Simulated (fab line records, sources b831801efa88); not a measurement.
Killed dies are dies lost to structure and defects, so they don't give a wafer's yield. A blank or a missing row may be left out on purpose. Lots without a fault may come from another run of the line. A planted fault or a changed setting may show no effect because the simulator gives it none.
fab line records | flow sky130
record lots=5 wafers=15 last_day=50
route steps=708 shown VIA2@511 METAL3@532 CAPM@537
lots that met no fault: from a run of the same line without faults
start_h: hours from the record's first day to the start of the lot's first wafer shown | wait_h: hours since the lot's step before | " the same as in the row above | L1.1+2: a row that stands for several wafers | - no value, or no start given | * or withheld: withheld | < > ~ a bound
route shown NAME@n: a module of which the file shows steps, and the number in the route of the first | usual: mean/standard deviation of fault-free wafers | same: alike in all rows | chamber/n: place in a boat | sites: the reading at each site | _std_site: their standard deviation | _edge_site: outer sites' mean less inner sites' | radius_mm: how far each site lies from the wafer's centre | mask NAME#n: copy n | behind: the tool/chamber that last shaped the wafer | hold: why the lot was held/for how many hours/how that ended | device: the transistor (n, p or np) that didn't switch | end of line: the same wafers' tests at the end of the route | a step without rows: its recipe alone | killed: dies lost to structure and defects at the first sort, not the wafer's yield | map: a wafer's dies, x killed, . not, _ none there
set.NAME: the setting as run; set.NAME@STEP: as run at that earlier step | model.NAME: the simulator's own value behind a step, which no gauge read
lots at some steps of the route; a table a step, a row a wafer
services: from which hour (start_h, from the record's first day; less than 0 if before it) a tool's chamber was out of use, for how many hours, and why
## steps
# step SKY_VIA2_DEHYDRATE_04
# recipe temp_c=200 time_s=60
# columns lot.wafer tool chamber start_h wait_h
L075.2+4+5 litho_track-01 0 837.77 12.3
L074.2+3+4 litho_track-01 0 838.57 12.7
L080.1+4+6 litho_track-02 0 878.85 11.5
L085.1+4+6 litho_track-01 0 916.69 10.9
L097.1+2+4 litho_track-03 0 1004.25 11.6
# step SKY_VIA2_HMDS_05
# recipe prime_time_s=60 prime_temp_c=120
# same prime_time_s=60
# columns lot.wafer tool chamber start_h wait_h
L075.2+4+5 litho_track-01 0 837.92 0.1
L074.2+3+4 litho_track-01 0 838.72 0.1
L080.1+4+6 litho_track-02 0 879.00 0.1
L085.1+4+6 litho_track-01 0 916.84 0.1
L097.1+2+4 litho_track-03 0 1004.40 0.1
# step SKY_VIA2_COAT_06
# recipe resist=BARC temp_c=withheld time_s=withheld spin_rpm=3000 resist_thk_nm=60
# columns lot.wafer tool chamber start_h wait_h
L075.2+4+5 litho_track-01 0 838.07 0.1
L074.2+3+4 litho_track-01 0 838.87 0.1
L080.1+4+6 litho_track-02 0 879.15 0.1
L085.1+4+6 litho_track-01 0 916.99 0.1
L097.1+2+4 litho_track-03 0 1004.55 0.1
# step SKY_VIA2_COAT_07
# recipe resist=KrF-thick spin_rpm=3000 resist_thk_nm=450
# columns lot.wafer tool chamber start_h wait_h
L075.2+4+5 litho_track-01 0 - -
L074.2+3+4 litho_track-01 0 - -
L080.1+4+6 litho_track-02 0 - -
L085.1+4+6 litho_track-01 0 - -
L097.1+2+4 litho_track-03 0 - -
# step SKY_VIA2_SOFTBAKE_08
# recipe temp_c=100 time_s=90 resist=KrF-thick
# columns lot.wafer tool chamber start_h wait_h
L075.2+4+5 litho_track-01 0 - -
L074.2+3+4 litho_track-01 0 - -
L080.1+4+6 litho_track-02 0 - -
L085.1+4+6 litho_track-01 0 - -
L097.1+2+4 litho_track-03 0 - -
# step SKY_VIA2_EXPOSE_09
# recipe mask_id=VIM2 na=0.8 source_shape=annular sigma_inner=0.55 sigma_outer=0.85 target_cd_nm=200 dose_mj=38
# columns lot.wafer tool chamber start_h wait_h mask
L075.2+4+5 krf_scanner-01 0 - - VIM2#0
L074.2+3+4 krf_scanner-01 0 - - VIM2#0
L080.1+4+6 krf_scanner-01 0 - - VIM2#0
L085.1+4+6 krf_scanner-01 0 - - VIM2#0
L097.1+2+4 krf_scanner-02 0 - - VIM2#0
# step SKY_VIA2_PEB_10
# recipe peb_temp_c=withheld peb_time_s=withheld resist=KrF-thick
# columns lot.wafer tool chamber start_h wait_h
L075.2+4+5 litho_track-02 0 - -
L074.2+3+4 litho_track-02 0 - -
L080.1+4+6 litho_track-01 0 - -
L085.1+4+6 litho_track-03 0 - -
L097.1+2+4 litho_track-03 0 - -
# step SKY_VIA2_DEVELOP_11
# recipe develop_time_s=60 resist=KrF-thick dev_temp_c=21
# columns lot.wafer tool chamber start_h wait_h
L075.2+4+5 litho_track-02 0 - -
L074.2+3+4 litho_track-02 0 - -
L080.1+4+6 litho_track-01 0 - -
L085.1+4+6 litho_track-03 0 - -
L097.1+2+4 litho_track-03 0 - -
# step SKY_VIA2_CD_MEAS_12
# recipe target_cd_nm=200
# usual cd_nm=199.6/1.5
# columns lot.wafer tool chamber start_h wait_h cd_nm
L075.2 cd_sem-02 - 850.37 - 200.9
L075.4 " - " " 201.5
L075.5 " - " " 200.1
L074.2 cd_sem-02 - 850.72 - 201.4
L074.3 " - " " 201.1
L074.4 " - " " 202.4
L080.1 cd_sem-02 - 892.79 - 199.0
L080.4 " - " " 198.2
L080.6 " - " " 197.5
L085.1 cd_sem-01 - 930.35 - 199.9
L085.4 " - " " 198.8
L085.6 " - " " 200.0
L097.1 cd_sem-02 - 1015.75 - 199.4
L097.2 " - " " 196.1
L097.4 " - " " 199.3
# step SKY_VIA2_OVL_MEAS_13
# usual VIA2_OVL=3/5.5
# columns lot.wafer tool chamber start_h wait_h VIA2_OVL[nm]
L075.2 overlay-01 - 850.48 0.1 0
L075.4 " - " " -4
L075.5 " - " " 6
L074.2 overlay-01 - 850.83 0.1 1
L074.3 " - " " -1
L074.4 " - " " -2
L080.1 overlay-01 - 892.91 0.1 2
L080.4 " - " " -1
L080.6 " - " " 4
L085.1 overlay-02 - 930.47 0.1 -4
L085.4 " - " " 2
L085.6 " - " " 3
L097.1 overlay-01 - 1015.87 0.1 1
L097.2 " - " " 3
L097.4 " - " " -7
# step SKY_VIA2_ETCH_14
# recipe chemistry=N2/H2 target=BARC ion_energy_ev=200 source_w=500 bias_w=100 pressure_mtorr=30 n2_flow_sccm=100 h2_flow_sccm=200 stop_on=SiO2 time_s=45.9 target_depth_a=600
# usual bias_w=100.0/0.3 drypump_motor_current_A=5.8/0.47 oes_product_au=0.854/0.0044 throttle_valve_pct=13.224/0.0091
# columns lot.wafer tool chamber start_h wait_h bias_w drypump_motor_current_A oes_product_au rf_hours_counter_h throttle_valve_pct
L075.2 rie_diel-01 1 850.51 0.0 100.0 6.4 0.856 16 13.205
L075.4 " 2 " " 99.8 6.6 0.852 10 13.220
L075.5 " 2 " " 99.6 6.6 0.856 - 13.222
L074.2 rie_diel-03 2 850.86 0.0 99.4 5.1 0.848 6 13.240
L074.3 " 0 " " 100.1 5.2 0.856 24 13.219
L074.4 " 3 " " 100.3 5.3 0.857 24 13.225
L080.1 rie_diel-03 1 892.95 0.0 99.6 5.4 0.856 9 13.208
L080.4 " 3 " " 100.4 5.3 0.855 25 13.234
L080.6 " 1 " " 100.0 5.3 0.851 - 13.222
L085.1 rie_diel-02 0 930.51 0.0 100.0 5.9 0.854 25 13.229
L085.4 " 2 " " 100.4 5.9 0.859 - 13.224
L085.6 " 0 " " 100.1 5.9 0.852 - 13.207
L097.1 rie_diel-02 2 1015.91 0.0 99.9 5.9 0.849 29 13.224
L097.2 " 0 " " 99.8 5.9 0.856 28 13.214
L097.4 " 1 " " 99.8 6.0 0.855 21 13.234
# step SKY_VIA2_ETCH_15
# recipe target=SiO2 chemistry=C4F8/O2/Ar target_depth_nm=546 stop_on=TiN mask_material=KrF-thick source_w=1500 bias_w=1200 pressure_mtorr=40 c4f8_flow_sccm=withheld O2_flow_sccm=6 Ar_flow_sccm=300 time_s=84
# usual bias_w=1200/3.7 oes_product_au=0.939/0.0052
# columns lot.wafer tool chamber start_h wait_h bias_w oes_product_au rf_hours_counter_h
L075.2 rie_diel-01 1 850.55 0.0 1194 0.936 16
L075.4 " 2 " " 1202 0.939 10
L075.5 " 2 " " 1195 0.935 -
L074.2 rie_diel-03 2 850.90 0.0 1201 0.930 6
L074.3 " 0 " " 1202 0.940 24
L074.4 " 3 " " 1199 0.952 24
L080.1 rie_diel-03 1 892.99 0.0 1199 0.953 9
L080.4 " 3 " " 1197 0.939 25
L080.6 " 1 " " 1198 0.937 -
L085.1 rie_diel-02 0 930.55 0.0 1197 0.935 25
L085.4 " 2 " " 1199 0.943 -
L085.6 " 0 " " 1201 0.938 -
L097.1 rie_diel-02 2 1015.95 0.0 1202 0.938 29
L097.2 " 0 " " 1197 0.937 28
L097.4 " 1 " " 1198 0.935 21
# step SKY_VIA2_STRIP_16
# recipe chemistry=O2/N2 power_w=1400 pressure_mtorr=1500 platen_temp_c=withheld o2_flow_sccm=3000 n2_flow_sccm=300 overash_fraction=0.5
# usual drypump_motor_current_A=5.56/0.18 oes_product_au=0.398/0.0049 strip_time_to_endpoint_s=4.04/0.035
# same overash_fraction=0.5
# columns lot.wafer tool chamber start_h wait_h drypump_motor_current_A oes_product_au rf_hours_counter_h strip_time_to_endpoint_s
L075.2 plasma_asher-03 1 850.62 0.0 5.96 0.401 106 4.08
L075.4 " 1 " " 5.95 0.401 - 4.08
L075.5 " 1 " " 5.95 0.401 - 4.08
L074.2 plasma_asher-04 0 850.97 0.0 5.68 0.396 10 4.06
L074.3 " 1 " " 5.43 0.396 - 3.97
L074.4 " 0 " " 5.69 0.398 - 4.02
L080.1 plasma_asher-04 0 893.06 0.0 5.70 0.400 14 4.06
L080.4 " 1 " " 5.39 0.402 - 4.07
L080.6 " 0 " " 5.69 0.404 - 4.07
L085.1 plasma_asher-02 0 930.61 0.0 5.45 0.390 78 4.06
L085.4 " 0 " " 5.45 0.395 - 4.05
L085.6 " 1 " " 5.52 0.394 - 4.08
L097.1 plasma_asher-03 0 1016.01 0.0 5.42 0.403 123 4.10
L097.2 " 1 " " 5.95 0.405 123 4.11
L097.4 " 0 " " 5.43 0.398 - 4.08
# step SKY_VIA2_STRIP_17
# recipe chemistry=post_etch_residue_remover time_s=1200 temp_c=72.5
# columns lot.wafer tool chamber start_h wait_h
L075.2+4+5 wet_bench-02 3 850.72 0.1
L074.2+3+4 wet_bench-01 3 851.07 0.1
L080.1+4+6 wet_bench-01 0 893.16 0.1
L085.1+4+6 wet_bench-02 1 930.71 0.1
L097.1+2+4 wet_bench-03 2 1016.11 0.1
# step SKY_VIA2_CLEAN_18
# recipe chemistry=IPA time_s=180 temp_c=25
# columns lot.wafer tool chamber start_h wait_h
L075.2+4+5 wet_bench-02 3 851.09 0.0
L074.2+3+4 wet_bench-03 2 851.41 0.0
L080.1+4+6 wet_bench-02 2 893.53 0.0
L085.1+4+6 wet_bench-02 3 931.05 0.0
L097.1+2+4 wet_bench-01 1 1016.46 0.0
# step SKY_VIA2_CLEAN_19
# recipe chemistry=O3/DIW dry=n2_spin
# columns lot.wafer tool chamber start_h wait_h
L075.2+4+5 wet_bench-02 2 851.15 0.0
L074.2+3+4 wet_bench-02 1 851.47 0.0
L080.1+4+6 wet_bench-03 3 893.59 0.0
L085.1+4+6 wet_bench-01 0 931.11 0.0
L097.1+2+4 wet_bench-02 0 1016.51 0.0
# step SKY_VIA2_SPUTTER_20
# recipe material=TiN target_thk_nm=20 chamber_pressure_pa=5 power_w=4000 time_s=80
# usual throttle_valve_pct=30.0/0.55
# columns lot.wafer tool chamber start_h wait_h throttle_valve_pct
L075.2 pvd_sputter-03 - 851.25 0.0 29.7
L075.4 " - " " 29.2
L075.5 " - " " 30.5
L074.2 pvd_sputter-02 - 851.57 0.0 30.4
L074.3 " - " " 30.4
L074.4 " - " " 30.7
L080.1 pvd_sputter-03 - 893.69 0.0 29.9
L080.4 " - " " 30.6
L080.6 " - " " 30.6
L085.1 pvd_sputter-03 - 931.20 0.0 29.6
L085.4 " - " " 30.0
L085.6 " - " " 29.9
L097.1 pvd_sputter-03 - 1016.61 0.0 30.5
L097.2 " - " " 30.3
L097.4 " - " " 29.6
# step SKY_VIA2_CVD_21
# recipe material=W target_thk_nm=420 time_s=126.4 temp_c=400 pressure_torr=40
# usual heater_power_w=912/110
# columns lot.wafer tool chamber start_h wait_h heater_power_w
L075.2 cvd_w-01 0 851.31 0.0 925
L075.4 " 1 " " 887
L075.5 " 1 " " 890
L074.2 cvd_w-02 1 851.63 0.0 898
L074.3 " 0 " " 1061
L074.4 " 1 " " 895
L080.1 cvd_w-02 1 893.75 0.0 857
L080.4 " 0 " " 1103
L080.6 " 1 " " 884
L085.1 cvd_w-02 1 931.27 0.0 865
L085.4 " 0 " " 1062
L085.6 " 0 " " 1082
L097.1 cvd_w-02 1 1016.67 0.0 896
L097.2 " 0 " " 1077
L097.4 " 0 " " 1074
# step SKY_VIA2_RS_MEAS_22
# recipe thk_meas_gauge=four-point-probe reads=W_of_VIA2_CVD_21+TiN_of_VIA2_SPUTTER_20
# usual VIA2_W_RS=0.2747/0.0026
# columns lot.wafer tool chamber start_h wait_h VIA2_W_RS[ohm/sq]
L075.2 film_metro-03 - 851.57 0.2 0.2771
L075.4 " - " " 0.2819
L075.5 " - " " 0.2801
L074.2 film_metro-03 - 851.78 0.1 0.2709
L074.3 " - " " 0.2709
L074.4 " - " " 0.2714
L080.1 film_metro-04 - 893.88 0.1 0.2719
L080.4 " - " " 0.2780
L080.6 " - " " 0.2762
L085.1 film_metro-03 - 931.40 0.1 0.2751
L085.4 " - " " 0.2728
L085.6 " - " " 0.2718
L097.1 film_metro-03 - 1016.80 0.1 0.2759
L097.2 " - " " 0.2768
L097.4 " - " " 0.2774
# step SKY_VIA2_THK_MEAS_23
# recipe thk_meas_gauge=xrf reads=W_of_VIA2_CVD_21
# usual VIA2_W_THK=400/5.2
# columns lot.wafer tool chamber start_h wait_h VIA2_W_THK[nm]
L075.2 film_metro-03 - 851.68 0.1 393
L075.4 " - " " 388
L075.5 " - " " 389
L074.2 film_metro-03 - 851.89 0.1 403
L074.3 " - " " 402
L074.4 " - " " 400
L080.1 film_metro-04 - 894.00 0.1 404
L080.4 " - " " 398
L080.6 " - " " 398
L085.1 film_metro-03 - 931.52 0.1 398
L085.4 " - " " 399
L085.6 " - " " 402
L097.1 film_metro-03 - 1016.92 0.1 390
L097.2 " - " " 392
L097.4 " - " " 390
# step SKY_VIA2_CMP_24
# recipe stop_on=SiO2 t_overpolish_s=20 down_force_psi=3.5 platen_rpm=60 target_thk_nm=0 pad_velocity_m_s=0.94248
# usual motor_current_A=11.0/1.3 overpolish_run_s=20.001/0.0092 slurry_flow_ml_min=150.0/0.48 time_to_endpoint_s=100/7.2
# columns lot.wafer tool chamber start_h wait_h motor_current_A overpolish_run_s slurry_flow_ml_min time_to_endpoint_s
L075.2 cmp-01 3 851.73 0.0 13.4 20.012 149.7 109
L075.4 " 2 " " 10.0 20.013 150.3 104
L075.5 " 3 " " 14.0 20.001 150.2 108
L074.3 cmp-02 0 851.94 0.0 10.1 20.002 150.1 113
L074.2 " 1 " " 9.8 20.001 150.1 92
L074.4 " 3 " " 11.0 20.006 150.1 108
L080.1 cmp-01 1 894.16 0.1 11.0 20.006 149.0 95
L080.4 " 2 " " 10.0 19.998 150.8 100
L080.6 " 0 " " 10.9 20.017 150.2 99
L085.4 cmp-02 0 931.68 0.1 10.2 19.990 150.5 105
L085.1 " 1 " " 9.6 20.011 149.6 84
L085.6 " 3 " " 10.4 19.998 149.8 103
L097.4 cmp-02 2 1016.98 0.0 10.9 20.001 149.6 95
L097.2 " 0 " " 10.0 20.006 149.4 105
L097.1 " 1 " " 9.9 20.012 150.2 82
# step SKY_METAL3_SPUTTER_00
# recipe material=Ti target_thk_nm=15 power_w=3000 time_s=10 chamber_pressure_pa=0.4
# usual throttle_valve_pct=30.1/0.65
# columns lot.wafer tool chamber start_h wait_h throttle_valve_pct
L075.2 pvd_sputter-04 - 852.03 0.2 31.0
L075.4 " - " " 29.0
L075.5 " - " " 29.2
L074.2 pvd_sputter-01 - 852.24 0.2 29.9
L074.3 " - " " 29.9
L074.4 " - " " 31.0
L080.1 pvd_sputter-04 - 894.36 0.1 29.2
L080.4 " - " " 30.1
L080.6 " - " " 28.9
L085.1 pvd_sputter-02 - 931.88 0.1 29.8
L085.4 " - " " 29.3
L085.6 " - " " 29.9
L097.1 pvd_sputter-01 - 1017.28 0.1 31.1
L097.2 " - " " 29.6
L097.4 " - " " 30.2
# step SKY_METAL3_SPUTTER_01
# recipe material=TiN target_thk_nm=20 power_w=6500 time_s=16.7 chamber_pressure_pa=0.4
# usual throttle_valve_pct=30.1/0.66
# columns lot.wafer tool chamber start_h wait_h throttle_valve_pct
L075.2 pvd_sputter-04 - 852.05 0.0 31.1
L075.4 " - " " 29.1
L075.5 " - " " 29.3
L074.2 pvd_sputter-01 - 852.27 0.0 29.7
L074.3 " - " " 30.3
L074.4 " - " " 31.1
L080.1 pvd_sputter-04 - 894.38 0.0 28.8
L080.4 " - " " 29.6
L080.6 " - " " 29.3
L085.1 pvd_sputter-02 - 931.91 0.0 30.1
L085.4 " - " " 29.3
L085.6 " - " " 29.9
L097.1 pvd_sputter-01 - 1017.30 0.0 31.0
L097.2 " - " " 29.9
L097.4 " - " " 30.2
# step SKY_METAL3_SPUTTER_02
# recipe material=AlCu target_thk_nm=735 power_w=10600 time_s=39.1 chamber_pressure_pa=0.4
# usual throttle_valve_pct=30.1/0.63
# columns lot.wafer tool chamber start_h wait_h throttle_valve_pct
L075.2 pvd_sputter-04 - 852.07 0.0 31.2
L075.4 " - " " 29.1
L075.5 " - " " 29.2
L074.2 pvd_sputter-01 - 852.29 0.0 29.5
L074.3 " - " " 30.3
L074.4 " - " " 31.0
L080.1 pvd_sputter-04 - 894.41 0.0 29.1
L080.4 " - " " 29.9
L080.6 " - " " 28.9
L085.1 pvd_sputter-02 - 931.93 0.0 30.0
L085.4 " - " " 29.5
L085.6 " - " " 29.9
L097.1 pvd_sputter-01 - 1017.32 0.0 30.7
L097.2 " - " " 29.8
L097.4 " - " " 30.2
# step SKY_METAL3_SPUTTER_03
# recipe material=Ti target_thk_nm=5 power_w=3000 time_s=3.3 chamber_pressure_pa=0.4
# usual throttle_valve_pct=30.1/0.68
# columns lot.wafer tool chamber start_h wait_h throttle_valve_pct
L075.2 pvd_sputter-04 - 852.11 0.0 31.0
L075.4 " - " " 28.9
L075.5 " - " " 29.1
L074.2 pvd_sputter-01 - 852.33 0.0 29.6
L074.3 " - " " 29.7
L074.4 " - " " 31.0
L080.1 pvd_sputter-04 - 894.44 0.0 29.1
L080.4 " - " " 29.7
L080.6 " - " " 29.1
L085.1 pvd_sputter-02 - 931.97 0.0 29.8
L085.4 " - " " 29.1
L085.6 " - " " 30.1
L097.1 pvd_sputter-01 - 1017.36 0.0 30.9
L097.2 " - " " 29.6
L097.4 " - " " 30.1
# step SKY_METAL3_SPUTTER_04
# recipe material=TiN target_thk_nm=70 power_w=6500 time_s=58.3 chamber_pressure_pa=0.4
# usual throttle_valve_pct=30.1/0.64
# columns lot.wafer tool chamber start_h wait_h throttle_valve_pct
L075.2 pvd_sputter-04 - 852.13 0.0 31.1
L075.4 " - " " 29.1
L075.5 " - " " 29.0
L074.2 pvd_sputter-01 - 852.35 0.0 29.8
L074.3 " - " " 30.1
L074.4 " - " " 31.0
L080.1 pvd_sputter-04 - 894.46 0.0 28.8
L080.4 " - " " 29.9
L080.6 " - " " 28.7
L085.1 pvd_sputter-02 - 931.99 0.0 30.4
L085.4 " - " " 29.4
L085.6 " - " " 30.1
L097.1 pvd_sputter-01 - 1017.38 0.0 30.7
L097.2 " - " " 30.1
L097.4 " - " " 30.4
# step SKY_CAPM_CVD_00
# recipe material=SiO2 target_thk_nm=15.5 temp_c=400 time_s=withheld rf_w=450
# usual heater_power_w=703/81
# columns lot.wafer tool chamber start_h wait_h heater_power_w
L075.2 pecvd-03 0 852.18 0.0 695
L075.4 " 0 " " 721
L075.5 " 2 " " 803
L074.2 pecvd-02 2 852.40 0.0 712
L074.3 " 0 " " 763
L074.4 " 2 " " 713
L080.1 pecvd-04 2 894.51 0.0 760
L080.4 " 2 " " 777
L080.6 " 1 " " 717
L085.1 pecvd-02 2 932.04 0.0 714
L085.4 " 2 " " 701
L085.6 " 2 " " 710
L097.1 pecvd-03 1 1017.43 0.0 705
L097.2 " 0 " " 795
L097.4 " 0 " " 767
# step SKY_CAPM_THK_MEAS_01
# recipe reads=SiO2_of_CAPM_CVD_00
# usual CAPM_CVD_00_THK=15.60/0.25
# columns lot.wafer tool chamber start_h wait_h CAPM_CVD_00_THK[nm]
L075.2 film_metro-02 - 852.21 - 15.53
L075.4 " - " " 15.92
L075.5 " - " " 15.48
L074.2 film_metro-02 - 852.46 - 15.74
L074.3 " - " " 15.37
L074.4 " - " " 15.78
L080.1 film_metro-01 - 894.53 - 15.72
L080.4 " - " " 15.84
L080.6 " - " " 15.69
L085.1 film_metro-01 - 932.07 - 15.37
L085.4 " - " " 15.65
L085.6 " - " " 15.66
L097.1 film_metro-02 - 1017.46 - 15.31
L097.2 " - " " 15.26
L097.4 " - " " 15.61
# step SKY_CAPM_SPUTTER_02
# recipe material=TiN target_thk_nm=200 temp_c=300 power_w=6500 time_s=166.7 chamber_pressure_pa=0.4
# usual throttle_valve_pct=30.1/0.47
# columns lot.wafer tool chamber start_h wait_h throttle_valve_pct
L075.2 pvd_sputter-03 - 852.26 0.0 29.5
L075.4 " - " " 29.7
L075.5 " - " " 30.6
L074.2 pvd_sputter-02 - 852.51 0.0 30.3
L074.3 " - " " 30.6
L074.4 " - " " 29.2
L080.1 pvd_sputter-02 - 894.59 0.1 30.1
L080.4 " - " " 30.2
L080.6 " - " " 30.5
L085.1 pvd_sputter-03 - 932.13 0.1 30.3
L085.4 " - " " 30.5
L085.6 " - " " 29.7
L097.1 pvd_sputter-02 - 1017.52 0.1 30.6
L097.2 " - " " 30.2
L097.4 " - " " 30.0
# step SKY_CAPM_RS_MEAS_03
# recipe thk_meas_gauge=four-point-probe reads=TiN_of_CAPM_SPUTTER_02
# usual CAPM_TIN_RS=6.84/0.076
# columns lot.wafer tool chamber start_h wait_h CAPM_TIN_RS[ohm/sq]
L075.2 film_metro-01 - 852.39 0.1 6.87
L075.4 " - " " 6.86
L075.5 " - " " 6.95
L074.2 film_metro-02 - 852.64 0.1 6.80
L074.3 " - " " 6.85
L074.4 " - " " 6.73
L080.1 film_metro-02 - 894.70 0.1 6.83
L080.4 " - " " 6.86
L080.6 " - " " 6.83
L085.1 film_metro-01 - 932.25 0.1 6.76
L085.4 " - " " 6.92
L085.6 " - " " 6.77
L097.1 film_metro-01 - 1017.63 0.1 6.78
L097.2 " - " " 6.79
L097.4 " - " " 6.77
# step SKY_CAPM_THK_MEAS_04
# recipe thk_meas_gauge=xrf reads=TiN_of_CAPM_SPUTTER_02
# usual CAPM_TIN_THK=201.4/2.8
# columns lot.wafer tool chamber start_h wait_h CAPM_TIN_THK[nm]
L075.2 film_metro-01 - 852.50 0.1 198.7
L075.4 " - " " 199.3
L075.5 " - " " 197.7
L074.2 film_metro-02 - 852.75 0.1 204.2
L074.3 " - " " 202.1
L074.4 " - " " 206.6
L080.1 film_metro-02 - 894.82 0.1 203.7
L080.4 " - " " 201.9
L080.6 " - " " 203.2
L085.1 film_metro-01 - 932.37 0.1 202.0
L085.4 " - " " 197.6
L085.6 " - " " 202.4
L097.1 film_metro-01 - 1017.75 0.1 201.4
L097.2 " - " " 201.2
L097.4 " - " " 202.5
# step SKY_CAPM_DEHYDRATE_05
# recipe temp_c=200 time_s=60
# columns lot.wafer tool chamber start_h wait_h
L075.2+4+5 litho_track-02 0 865.38 12.9
L074.2+3+4 litho_track-02 0 865.98 13.2
L080.1+4+6 litho_track-02 0 906.01 11.2
L085.1+4+6 litho_track-04 0 943.88 11.5
L097.1+2+4 litho_track-02 0 1028.76 11.0
# step SKY_CAPM_HMDS_06
# recipe prime_time_s=60 prime_temp_c=120
# same prime_time_s=60
# columns lot.wafer tool chamber start_h wait_h
L075.2+4+5 litho_track-02 0 865.53 0.1
L074.2+3+4 litho_track-02 0 866.13 0.1
L080.1+4+6 litho_track-02 0 906.16 0.1
L085.1+4+6 litho_track-04 0 944.03 0.1
L097.1+2+4 litho_track-02 0 1028.91 0.1
# step SKY_CAPM_COAT_07
# recipe resist=NOVOLAK spin_rpm=3000 resist_thk_nm=1140
# columns lot.wafer tool chamber start_h wait_h
L075.2+4+5 litho_track-02 0 865.68 0.1
L074.2+3+4 litho_track-02 0 866.28 0.1
L080.1+4+6 litho_track-02 0 906.31 0.1
L085.1+4+6 litho_track-04 0 944.18 0.1
L097.1+2+4 litho_track-02 0 1029.06 0.1
# step SKY_CAPM_SOFTBAKE_08
# recipe temp_c=90 time_s=60 resist=NOVOLAK
# columns lot.wafer tool chamber start_h wait_h
L075.2+4+5 litho_track-02 0 865.83 0.1
L074.2+3+4 litho_track-02 0 866.43 0.1
L080.1+4+6 litho_track-02 0 906.46 0.1
L085.1+4+6 litho_track-04 0 944.33 0.1
L097.1+2+4 litho_track-02 0 1029.21 0.1
# step SKY_CAPM_EXPOSE_09
# recipe mask_id=CAPM na=0.6 source_shape=conventional sigma_outer=0.6 polarization=unpolarized target_cd_nm=1000 dose_mj=159
# columns lot.wafer tool chamber start_h wait_h mask
L075.2+4+5 iline_stepper-01 0 - - CAPM#0
L074.2+3+4 iline_stepper-01 0 - - CAPM#0
L080.1+4+6 iline_stepper-02 0 - - CAPM#0
L085.1+4+6 iline_stepper-02 0 - - CAPM#0
L097.1+2+4 iline_stepper-02 0 - - CAPM#0
# step SKY_CAPM_PEB_10
# recipe temp_c=withheld time_s=* resist=NOVOLAK
# columns lot.wafer tool chamber start_h wait_h
L075.2+4+5 litho_track-04 0 - -
L074.2+3+4 litho_track-02 0 - -
L080.1+4+6 litho_track-04 0 - -
L085.1+4+6 litho_track-01 0 - -
L097.1+2+4 litho_track-04 0 - -
# step SKY_CAPM_DEVELOP_11
# recipe resist=NOVOLAK developer=TMAH develop_time_s=60 dev_temp_c=23
# columns lot.wafer tool chamber start_h wait_h
L075.2+4+5 litho_track-04 0 878.51 0.1
L074.2+3+4 litho_track-02 0 878.73 0.1
L080.1+4+6 litho_track-04 0 918.58 0.1
L085.1+4+6 litho_track-01 0 956.74 0.1
L097.1+2+4 litho_track-04 0 1039.08 0.1
# step SKY_CAPM_OVL_MEAS_12
# usual CAPM_OVL=0.7/1.3
# columns lot.wafer tool chamber start_h wait_h CAPM_OVL[nm]
L075.2 overlay-01 - 878.64 0.1 -1.4
L075.4 " - " " -1.5
L075.5 " - " " -2.5
L074.2 overlay-02 - 878.86 0.1 0.8
L074.3 " - " " 3.4
L074.4 " - " " 1.2
L080.1 overlay-02 - 918.73 0.1 2.5
L080.4 " - " " 1.2
L080.6 " - " " 0.2
L085.1 overlay-02 - 956.89 0.1 0.2
L085.4 " - " " -0.1
L085.6 " - " " 1.4
L097.1 overlay-02 - 1039.23 0.1 -0.3
L097.2 " - " " -1.5
L097.4 " - " " -0.8
# step SKY_CAPM_METAL_ETCH_13
# recipe target_depth_nm=220 stop_on=SiO2 chemistry=Cl2/BCl3 target=TiN pressure_mtorr=10 icp_w=900 bias_w=48.5 Cl2_flow_sccm=60 bcl3_flow_sccm=30 time_s=62.9
# usual bias_w=48.49/0.14 drypump_motor_current_A=5.8/0.35 oes_product_au=0.947/0.0076 throttle_valve_pct=21.899/0.0098
# columns lot.wafer tool chamber start_h wait_h bias_w drypump_motor_current_A oes_product_au rf_hours_counter_h throttle_valve_pct
L075.2 rie_metal-01 1 878.67 0.0 48.46 6.0 0.947 9 21.911
L075.4 " 0 " " 48.55 5.4 0.948 - 21.908
L075.5 " 0 " " 48.56 5.3 0.937 - 21.889
L074.2 rie_metal-02 1 878.89 0.0 48.50 5.7 0.956 4 21.892
L074.3 " 1 " " 48.30 5.7 0.955 - 21.906
L074.4 " 0 " " 48.53 6.3 0.963 - 21.885
L080.1 rie_metal-03 0 918.77 0.0 48.53 6.0 0.939 13 21.893
L080.4 " 0 " " 48.34 6.0 0.945 - 21.891
L080.6 " 0 " " 48.36 6.0 0.945 - 21.891
L085.1 rie_metal-02 0 956.93 0.0 48.46 6.3 0.950 12 21.920
L085.4 " 0 " " 48.65 6.3 0.939 - 21.906
L085.6 " 0 " " 48.49 6.3 0.954 - 21.877
L097.1 rie_metal-01 1 1039.27 0.0 48.55 5.9 0.949 17 21.893
L097.2 " 0 " " 48.43 5.4 0.951 7 21.906
L097.4 " 0 " " 48.46 5.3 0.947 - 21.895
## services
# columns tool chamber start_h hours kind
rie_diel-02 3 814.48 7.2 repair
krf_scanner-01 - 821.45 4.1 repair
krf_scanner-01 - 833.50 1.6 repair
rie_diel-03 3 835.57 7.0 repair
pvd_sputter-02 - 842.70 1.3 repair
cvd_w-02 - 872.42 1.5 repair
krf_scanner-01 - 880.10 6.0 pm
rie_diel-02 - 884.57 0.9 repair
krf_scanner-01 - 887.10 0.8 pm
pvd_sputter-01 - 887.25 4.3 repair
wet_bench-02 - 898.95 1.9 pm
krf_scanner-01 - 903.46 2.3 repair
rie_diel-03 - 917.19 15.6 repair
krf_scanner-01 - 921.93 1.3 pm
rie_diel-02 1 927.61 12.6 repair
krf_scanner-01 - 955.72 1.0 pm
krf_scanner-01 - 974.24 0.6 repair
rie_diel-03 - 974.42 0.4 repair
rie_diel-03 3 979.72 1.9 repair
pvd_sputter-04 - 980.05 17.3 repair
rie_diel-02 0 980.70 2.6 repair
krf_scanner-01 - 997.23 3.4 repair
krf_scanner-01 - 1020.49 3.6 pm
rie_diel-02 2 1032.95 7.5 repair
## key
fault none
